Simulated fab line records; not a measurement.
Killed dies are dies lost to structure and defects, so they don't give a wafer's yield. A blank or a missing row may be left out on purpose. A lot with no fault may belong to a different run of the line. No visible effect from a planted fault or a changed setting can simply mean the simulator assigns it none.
Which of the tools did it? ; flow sky130 ; 24 lots, 72 wafers sampled, at 3 steps of a route of 708

== WHAT EACH GAUGE READ, for each wafer ==
SKY_LDD_P_CD_MEAS_07: target cd 380 nm.
lot;measured;on;cd nm (nm)
L074;day 19 08:38;cd sem-02;377.4 379.5 381.7
L075;day 19 10:49;cd sem-01;378.0 378.9 379.6
L076;day 19 11:07;cd sem-02;384.0 385.3 383.9
L078;day 19 19:01;cd sem-02;384.8 380.4 384.6
L077;day 19 21:35;cd sem-02;378.3 376.5 377.6
L079;day 20 11:30;cd sem-01;380.5 381.8 380.6
L080;day 20 21:19;cd sem-01;383.3 380.9 382.7
L081;day 21 08:08;cd sem-01;382.2 379.4 379.0
L082;day 21 16:29;cd sem-01;380.5 380.3 379.3
L083;day 22 01:20;cd sem-02;383.1 381.9 380.7
L084;day 22 09:34;cd sem-02;375.6 377.6 374.1
L085;day 22 17:34;cd sem-02;381.0 379.7 381.5
L086;day 23 02:51;cd sem-02;379.9 378.8 378.7
L087;day 23 11:01;cd sem-02;380.9 382.3 381.3
L088;day 24 03:28;cd sem-01;374.4 377.0 379.0
L089;day 24 10:10;cd sem-02;382.2 377.2 379.5
L090;day 24 20:58;cd sem-01;378.2 377.5 375.3
L091;day 25 04:26;cd sem-02;379.3 377.9 378.5
L092;day 25 08:34;cd sem-02;385.6 384.2 384.1
L093;day 25 20:34;cd sem-02;374.8 376.9 376.3
L094;day 25 22:07;cd sem-01;376.9 375.5 376.1
L095;day 26 06:54;cd sem-01;378.2 378.0 377.6
L096;day 26 19:44;cd sem-02;379.8 382.3 379.5
L097;day 27 14:33;cd sem-01;381.9 379.8 379.7

SKY_SD_N_TW_MEAS_12.
lot;measured;on;SD_N_TW
L074;day 28 03:46;film metro-03;3969 3983 3956
L075;day 28 07:14;film metro-01;3912 3925 3936
L076;day 28 11:25;film metro-01;3897 3907 3920
L078;day 28 13:49;film metro-03;4001 3983 3980
L077;day 29 02:13;film metro-02;3979 3989 4007
L079;day 29 06:10;film metro-02;3972 3976 3997
L080;day 29 15:58;film metro-02;3986 3993 3999
L081;day 30 12:20;film metro-03;3957 3989 4001
L082;day 30 13:47;film metro-03;3978 3980 3976
L083;day 30 16:50;film metro-02;3999 4000 4016
L084;day 31 01:34;film metro-02;3988 3978 3979
L085;day 31 08:40;film metro-02;3971 3956 3946
L086;day 31 15:34;film metro-03;3960 3982 3989
L087;day 32 00:53;film metro-02;3968 3967 3972
L088;day 32 14:11;film metro-02;3969 3983 3959
L089;day 32 19:50;film metro-01;4004 3995 4003
L090;day 33 04:01;film metro-02;3976 3983 3974
L091;day 33 14:56;film metro-02;3936 3955 3945
L092;day 33 16:31;film metro-03;3987 3974 3970
L093;day 34 01:43;film metro-01;3975 4001 4004
L094;day 34 04:17;film metro-01;3977 3972 3955
L095;day 34 15:47;film metro-02;3995 3990 4004
L096;day 34 22:40;film metro-02;3978 3994 3999
L097;day 35 15:41;film metro-03;3992 3967 3992

SKY_LOCAL_INTERCONNECT_RS_MEAS_01: measures by four-point-probe.
lot;measured;on;LOCAL_INTERCONNECT_TIN_RS (ohm/sq)
L074;day 29 10:49;film metro-04;14.28 14.13 14.16
L075;day 29 14:02;film metro-04;13.87 14.15 14.10
L076;day 29 18:16;film metro-04;14.12 14.15 14.13
L078;day 29 20:02;film metro-02;14.15 14.12 14.05
L077;day 30 08:56;film metro-04;14.56 14.52 14.54
L079;day 30 12:49;film metro-03;14.29 14.18 14.24
L080;day 30 21:51;film metro-03;14.02 13.96 14.05
L081;day 31 18:35;film metro-03;14.11 14.15 14.13
L082;day 31 19:27;film metro-02;13.77 13.89 14.00
L083;day 31 23:04;film metro-02;14.06 13.89 14.08
L084;day 32 06:29;film metro-03;14.17 14.30 14.31
L085;day 32 14:24;film metro-02;14.06 14.39 14.28
L086;day 32 20:46;film metro-04;14.19 14.10 14.25
L087;day 33 06:44;film metro-03;14.12 14.43 14.27
L088;day 33 18:34;film metro-02;13.86 14.03 13.88
L089;day 34 00:32;film metro-04;14.21 14.25 14.18
L090;day 34 09:15;film metro-03;13.83 13.83 13.85
L091;day 34 19:34;film metro-02;14.16 14.13 14.35
L092;day 34 20:53;film metro-04;14.07 14.05 14.16
L093;day 35 06:29;film metro-02;14.18 14.08 14.19
L094;day 35 09:38;film metro-04;14.05 14.12 14.09
L095;day 35 20:16;film metro-02;13.99 13.90 13.95
L096;day 36 03:11;film metro-03;13.98 13.87 14.04
L097;day 36 19:35;film metro-03;14.16 14.13 14.17

== EACH LOT AND THE TOOL THAT RAN IT (in order: tool; ch and the chambers of the sampled wafers; start) ==
Before these readings, the record contains no process step.

== WHAT THE TOOLS THEMSELVES READ (means of the sampled wafers that have a number; where no wafer has one, the mark that the record gives instead) ==
The record holds no such reading with a usual standard deviation.

== THE ANSWER, worked out from the rows above alone ==
Rule: the lots themselves supply what counts as usual. The widest of any qualifying gaps counts: lots, ordered by their means at a reading, are off when they make up no more than a third of the lots, leave a main group of 4 or more, and stand apart from it by 3 or more times the standard deviation of that group's means. If all means in a main group match to the digits the tables above print for the reading, that group is not used. Also off: a lot with no number at a reading for which 4 or more lots have one. The other lots that the step has rows for count as sound. After the gauges, taken in route order, come the tools' own readings; for these a lot's mean is taken, as printed above. At the first step where some lot is off, the reading lying furthest off is the one used; lots without a number count as furthest.
No lot is off on any of the readings shown, so nothing can be concluded from this.

== WHAT THE SIMULATOR HAD INSERTED ==
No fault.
